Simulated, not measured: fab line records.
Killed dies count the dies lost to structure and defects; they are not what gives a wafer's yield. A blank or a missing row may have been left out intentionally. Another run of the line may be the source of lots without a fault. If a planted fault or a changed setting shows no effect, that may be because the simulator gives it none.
The tool behind it: which one?	flow gf180mcu	12 lots with 36 wafers sampled at 2 steps, on a route of 602 steps

## WHAT THE GAUGES READ, wafer by wafer
GF_M4_CD_MEAS_14: the cd target is 280 nm.
lot	measured	on	cd_nm (nm)
L302	day 23 12:15	cd_sem-01	281.0 281.7 281.3
L303	day 24 01:48	cd_sem-02	283.0 282.2 281.1
L305	day 25 00:21	cd_sem-02	279.0 279.2 278.5
L309	day 26 09:04	cd_sem-01	279.8 280.9 279.5
L310	day 26 12:57	cd_sem-01	279.8 280.2 279.7
L313	day 27 10:41	cd_sem-02	279.8 280.8 280.2
L315	day 28 02:56	cd_sem-02	279.2 279.8 280.3
L316	day 28 08:23	cd_sem-01	278.5 278.0 277.6
L317	day 28 17:20	cd_sem-02	278.6 279.9 279.3
L322	day 30 03:17	cd_sem-02	279.7 280.7 281.1
L323	day 30 07:31	cd_sem-02	278.8 278.5 279.2
L324	day 30 10:26	cd_sem-01	278.6 278.3 279.5

GF_V4_THK_MEAS_01.
lot	measured	on	V4_CVD_00_THK (nm)
L302	day 23 13:09	film_metro-03	600 597 594
L303	day 24 02:42	film_metro-04	603 604 601
L305	day 25 01:24	film_metro-03	596 595 600
L309	day 26 09:57	film_metro-03	594 604 601
L310	day 26 13:50	film_metro-02	602 605 598
L313	day 27 11:34	film_metro-03	607 606 601
L315	day 28 03:49	film_metro-04	603 604 597
L316	day 28 09:19	film_metro-02	591 598 599
L317	day 28 18:14	film_metro-02	593 592 596
L322	day 30 04:16	film_metro-03	598 607 603
L323	day 30 08:26	film_metro-02	597 605 603
L324	day 30 11:20	film_metro-03	595 603 595

## WHICH TOOL RAN EACH LOT (tool, then ch and the chambers of the sampled wafers, then the start)
Record: no process step prior to these readings.

## WHAT THE TOOLS THEMSELVES READ (means of the sampled wafers that have a number; where no wafer has one, the mark that the record gives instead)
The record holds no such reading with a usual standard deviation.

## THE ANSWER, worked out from the rows above alone
Rule: what is usual is taken from the lots themselves. The widest of any qualifying gaps counts: lots, ordered by their means at a reading, are off when they make up no more than a third of the lots, leave a main group of 4 or more, and stand apart from it by 3 or more times the standard deviation of that group's means. If all means in a main group match to the digits the tables above print for the reading, that group is not used. Also off: a lot with no number at a reading for which 4 or more lots have one. Where the step has rows for the other lots, those lots are counted as sound. First the gauges in route order, then the tools' own readings, where a lot's mean is used as printed above. At the first step where some lot is off, the reading lying furthest off is the one used; lots without a number count as furthest.
Across all readings shown, no lot is off: no conclusion can be drawn from this.

## WHAT HAD BEEN PUT IN BY THE SIMULATOR
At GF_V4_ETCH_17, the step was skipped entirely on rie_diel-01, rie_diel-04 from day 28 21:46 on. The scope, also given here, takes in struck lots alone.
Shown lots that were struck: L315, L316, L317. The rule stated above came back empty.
